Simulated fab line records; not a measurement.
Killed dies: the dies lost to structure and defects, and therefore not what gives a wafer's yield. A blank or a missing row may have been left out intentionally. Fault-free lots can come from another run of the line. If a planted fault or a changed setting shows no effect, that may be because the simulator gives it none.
Matching of chambers / flow sky130 / pecvd-02 running SKY_CAP2M_CVD_00: 3 sister chambers
The step deposits SiO2, target thk 15.5 nm. 3 wafers are shown with their chamber, then 10 later ones without.

== WAFERS WITH THEIR CHAMBER ==
wafer=L084.4; chamber=1; heater power w (W)=796
wafer=L088.1; chamber=2; heater power w (W)=673
wafer=L088.3; chamber=0; heater power w (W)=776

== WAFERS WHOSE CHAMBER IS MISSING ==
wafer=L088.5; heater power w (W)=666
wafer=L089.3; heater power w (W)=749
wafer=L089.4; heater power w (W)=756
wafer=L089.6; heater power w (W)=809
wafer=L096.3; heater power w (W)=826
wafer=L096.4; heater power w (W)=698
wafer=L096.5; heater power w (W)=795
wafer=L097.1; heater power w (W)=748
wafer=L097.3; heater power w (W)=742
wafer=L097.5; heater power w (W)=753

== CHAMBER TAKEN BY EACH ==
wafer=L088.5; from the rows above=2; in truth=2
wafer=L089.3; from the rows above=can't be placed: 0 or 1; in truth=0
wafer=L089.4; from the rows above=can't be placed: 0 or 1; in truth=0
wafer=L089.6; from the rows above=can't be placed: 1 or 0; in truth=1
wafer=L096.3; from the rows above=can't be placed: 1 or 0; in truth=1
wafer=L096.4; from the rows above=2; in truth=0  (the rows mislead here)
wafer=L096.5; from the rows above=can't be placed: 1 or 0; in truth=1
wafer=L097.1; from the rows above=can't be placed: 0 or 1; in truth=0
wafer=L097.3; from the rows above=can't be placed: 0 or 1 or 2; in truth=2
wafer=L097.5; from the rows above=can't be placed: 0 or 1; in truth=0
Correctly placed: 1 of 10. From these rows, 8 cannot be placed; in 8 the true chamber is one of the candidates. 1 placed wrongly.
How it was worked out, from the rows above alone: a wafer's distance from a chamber is the root of the sum, over the readings, of the square of ((its reading less the chamber's mean) divided by the reading's scatter). If the next closest chamber is less than 2 further off than the closest, the wafer can't be placed; otherwise it belongs to the closest. Each chamber's mean is taken over the wafers shown for it. The scatter: root of mean squared gap, hidden wafer to nearest shown wafer, with one shown wafer a chamber.
